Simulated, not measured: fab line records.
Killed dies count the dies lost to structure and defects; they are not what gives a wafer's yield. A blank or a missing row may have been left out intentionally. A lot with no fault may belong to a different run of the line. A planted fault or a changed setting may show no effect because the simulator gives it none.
Comparing a struck lot with a sound one ; flow sky130 ; 22 out of 708 route steps
Sound: the wafers L964.2, L964.4, L964.5. Struck: wafers L973.1, L973.2, L973.3. The cause is named last.
Order at every step that has rows: each side's tool, ch and its chambers, its first start. Under that, the readings that differ: sound wafers ; struck wafers ; difference of the means ; sigmas: that difference in standard deviations of wafers without a fault.
alike: words and numbers the same on both sides, and readings whose means are apart by under 2 such deviations; not compared: readings that were withheld, readings missing a value for some wafer, numbers with overlapping values and no deviation given by the record, and bounds like >300 which may hide the same value.
Wherever a step has rows on one side only, a row that says differs or no value, or a row with sigmas, the two part there. Numbers that have no deviation but don't overlap get no sigmas and don't part them. A reading that every wafer of one side lacks parts them only if that side has two wafers or more.

SKY_METAL3_SPUTTER_00: material Ti, target thk 15 nm, time 10 s.
  struck on pvdSputter-03, day 40 09:02; sound on pvdSputter-03, day 37 19:35
  alike: cathodeDcPowerW, throttleValvePct
then, 1 step without rows for these wafers: SKY_METAL3_SPUTTER_01 (material TiN, target thk 20 nm, time 16.7 s).
SKY_METAL3_SPUTTER_02: material AlCu, target thk 735 nm, time 39.1 s.
  struck on pvdSputter-03, day 40 09:04; sound on pvdSputter-03, day 37 19:37
  alike: cathodeDcPowerW, throttleValvePct
then, 1 step without rows for these wafers: SKY_METAL3_SPUTTER_03 (material Ti, target thk 5 nm, time 3.3 s).
SKY_METAL3_SPUTTER_04: material TiN, target thk 70 nm, time 58.3 s.
  struck on pvdSputter-03, day 40 09:08; sound on pvdSputter-03, day 37 19:41
  alike: cathodeDcPowerW, throttleValvePct
SKY_CAPM_CVD_00: deposits SiO2, target thk 15.5 nm.
  sound on pecvd-03 ch 0,1, day 37 19:44; struck on pecvd-01 ch 0,1,2, day 40 09:11
  alike: heaterPowerW, rfFwdPowerW
SKY_CAPM_THK_MEAS_01:
  struck on filmMetro-04, day 40 09:12; sound on filmMetro-03, day 37 19:46
  alike: CAPM_CVD_00_THK
SKY_CAPM_SPUTTER_02: material TiN, target thk 200 nm, time 166.7 s.
  struck on pvdSputter-01, day 40 09:16; sound on pvdSputter-04, day 37 19:49
  alike: cathodeDcPowerW, throttleValvePct
SKY_CAPM_RS_MEAS_03: a four-point-probe measurement.
  struck on filmMetro-02, day 40 09:22; sound on filmMetro-04, day 37 19:56
  alike: CAPM_TIN_RS
SKY_CAPM_THK_MEAS_04: measures by xrf.
  struck on filmMetro-02, day 40 09:29; sound on filmMetro-04, day 37 20:03
  alike: CAPM_TIN_THK
then, 2 steps without rows for these wafers: SKY_CAPM_DEHYDRATE_05 (time 60 s); SKY_CAPM_HMDS_06 (prime time 60 s).
SKY_CAPM_COAT_07: resist thk 1140 nm.
  sound on lithoTrack-01 ch 0, day 38 08:20; struck on lithoTrack-01 ch 0, day 40 21:19
reading;sound;struck;difference;sigmas
spinSpeedRpm (rpm);2999.4 2999.8 2999.2;3086.5 3082.2 3081.8;+84.0;+40
model.NOVOLAK_of_CAPM_COAT_07.thkNm (nm);1132 1137 1137;1120 1121 1125;-13;
then, 4 steps without rows for these wafers: SKY_CAPM_SOFTBAKE_08 (time 60 s); SKY_CAPM_EXPOSE_09 (exposes mask CAPM, target cd 1000 nm); SKY_CAPM_PEB_10; SKY_CAPM_DEVELOP_11 (develop time 60 s).
SKY_CAPM_OVL_MEAS_12:
  struck on overlay-01, day 41 09:04; sound on overlay-01, day 38 21:01
  alike: CAPM_OVL
SKY_CAPM_METAL_ETCH_13: etches TiN in Cl2/BCl3, stops on SiO2, target depth 220 nm, time 62.9 s.
  sound on rieMetal-03 ch 0,1, day 38 21:03; struck on rieMetal-03 ch 0,1, day 41 09:06
  alike: chamberPressureMTorr, drypumpMotorCurrentA, oesProductAu, rfFwdPowerW, throttleValvePct
  not compared: rfHoursCounterH, model.NOVOLAK_of_CAPM_COAT_07.thkNm
SKY_CAPM_STRIP_14: strips in O2/N2.
  sound on plasmaAsher-02 ch 0, day 38 21:08; struck on plasmaAsher-04 ch 0,1, day 41 09:11
  alike: chamberPressureMTorr, drypumpMotorCurrentA, oesProductAu, stripTimeToEndpointS
  not compared: rfHoursCounterH
then, 1 step without rows for these wafers: SKY_CAPM_STRIP_15 (strips in post etch residue remover, time 1200 s).
-- the record jumps here: 8 days lie between the struck wafers' starts before and after (it left off in module CAPM and takes up again in module PAD_OPEN, whose first step shown is number 708 of the route) --
SKY_PAD_OPEN_PROBE_99:
  struck on prober-01, day 48 21:23; sound on prober-02, day 46 23:40
  alike: defectLimitedYield, killed_at_M0_to_M3, killed_at_M4_up, killedAtContacts, killedAtFrontEnd, killedAtOther, killedDies, killedOpen, killedShort, sort_bin_3_pad_short, sort_bin_5_function, sort_bin_6_memory, sortNPass, sortYieldPct

## WHERE THEY PART
SKY_CAPM_COAT_07 only, going by this record. Later steps at which nothing parts them and some readings are alike: SKY_CAPM_OVL_MEAS_12, SKY_CAPM_METAL_ETCH_13, SKY_CAPM_STRIP_14, SKY_PAD_OPEN_PROBE_99.

WHY: what the simulator had put in
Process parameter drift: lithoTrack-01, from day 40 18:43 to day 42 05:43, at SKY_CAPM_COAT_07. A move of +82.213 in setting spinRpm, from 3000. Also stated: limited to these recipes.
